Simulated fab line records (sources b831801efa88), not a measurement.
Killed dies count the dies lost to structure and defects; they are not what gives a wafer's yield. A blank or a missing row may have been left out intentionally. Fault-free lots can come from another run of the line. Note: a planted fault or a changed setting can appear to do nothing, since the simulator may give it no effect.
Code-filled problem report in 8D (eight disciplines) form ; flow sfqLine ; the parts of the form that need people (team, actions taken, sign-off) are left out

== 1. WHAT IS WRONG ==
At SFQ_TRILAYER_M7_ETCH_METAL_ETCH_180, oesProductAu averages 0.376 a.u. over 6 wafers from 2 lots, while fault-free wafers read 0.894 a.u., standard deviation 0.0062. Relative to the usual mean, that is a shift of -84 standard deviations.
The step: etches Nb in Cl2/Ar, stops on SiO2, target depth 240 nm, time 120 s.
The first sign was on wafer L887.1 at day 83 23:22, on rieMetal-02. Wafers with a number at this step in the record: 42, from 14 lots. Rule for "out" (also "out of limits"): further than 4 standard deviations from the usual mean. All remaining wafers that have a number are taken as sound.

== 2. WHAT IT IS AND WHAT IT IS NOT ==
question;is;is not
which readings at this step;oesProductAu;biasW, chamberPressureMTorr, drypumpMotorCurrentA, rfFwdPowerW
which lots;L887, L888;L878, L879, L880, L881, L882, L883, L896, L897, L898, L899, L900, L901
which wafers of those lots;all that have a number;-
read on which tools;rieMetal-02;rieMetal-03, rieMetal-04
when;from day 83 23:22;"up to then (18 sound wafers); but 18 sound wafers of L896, L897, L898, L899, L900, L901 came after"

== 3. WHAT RULES OUT EACH SUSPECT ==
Counting: a tool stays on the suspect list if, at a process step up to the reading, it processed all lots that are out and no sound lot following the first of them.
- rieMetal-01 at SFQ_TRILAYER_R5_STRIP_STRIP_140 (strips in O2): ruled out as a lasting fault. Sound lots L896, L897, L898 ran on it after its first lot that is out, L887 (day 75 01:30).
- rieMetal-02 at SFQ_TRILAYER_M7_BARC_OPEN_METAL_ETCH_229 (etches BARC in O2, target depth 125 nm, time 41.7 s): ruled out as a lasting fault. Sound lots L901 ran on it after its first lot that is out, L887 (day 83 23:19).
- rieMetal-02 at SFQ_TRILAYER_M7_ETCH_METAL_ETCH_180 (etches Nb in Cl2/Ar, stops on SiO2, target depth 240 nm, time 120 s): ruled out as a lasting fault. Sound lots L901 ran on it after its first lot that is out, L887 (day 83 23:22).
Left after counting: nothing in the record.

== 4. THE CAUSE (what the simulator had put in) ==
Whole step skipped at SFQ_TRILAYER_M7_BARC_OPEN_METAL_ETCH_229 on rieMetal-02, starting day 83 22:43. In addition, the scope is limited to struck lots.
Counting ruled it out, wrongly.

== 5. THE CHAIN OF EFFECTS, in route order ==
Rows list readings where the struck wafers' mean (over those with a number) sits beyond 3 standard deviations from the usual. Only readings whose record carries a usual standard deviation are examined. hours: median over the lots of the time between each lot's start at the first step of this table that gives one and its start at this step. sigmas: the change, counted in usual standard deviations.
hours;step;reading;usual;on struck wafers;change;sigmas
0;SFQ_TRILAYER_M7_ETCH_METAL_ETCH_180;oesProductAu;0.894 a.u.;0.376;-0.518;-84
Here are the process steps it includes:
- SFQ_TRILAYER_M7_ETCH_METAL_ETCH_180: etches Nb in Cl2/Ar, stops on SiO2, target depth 240 nm, time 120 s.
Readings that are blank on the struck wafers while sound wafers have them: biasW at SFQ_TRILAYER_M7_BARC_OPEN_METAL_ETCH_229; chamberPressureMTorr at SFQ_TRILAYER_M7_BARC_OPEN_METAL_ETCH_229; drypumpMotorCurrentA at SFQ_TRILAYER_M7_BARC_OPEN_METAL_ETCH_229; oesProductAu at SFQ_TRILAYER_M7_BARC_OPEN_METAL_ETCH_229; rfFwdPowerW at SFQ_TRILAYER_M7_BARC_OPEN_METAL_ETCH_229; exposureDoseMJCm2 at SFQ_TRILAYER_I7_VIA_LITHO_EXPOSE_188; focusOffsetNm at SFQ_TRILAYER_I7_VIA_LITHO_EXPOSE_188.

== 6. HOW IT WOULD HAVE BEEN CAUGHT EARLIER ==
In this record the first reading out of limits was taken at day 83 23:22, 1 hour after the fault began at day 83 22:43.
At SFQ_TRILAYER_M7_BARC_OPEN_METAL_ETCH_229 the tool's readings are blank on the struck wafers, where sound wafers have them: an empty tool record is the first sign, and it was there at once.
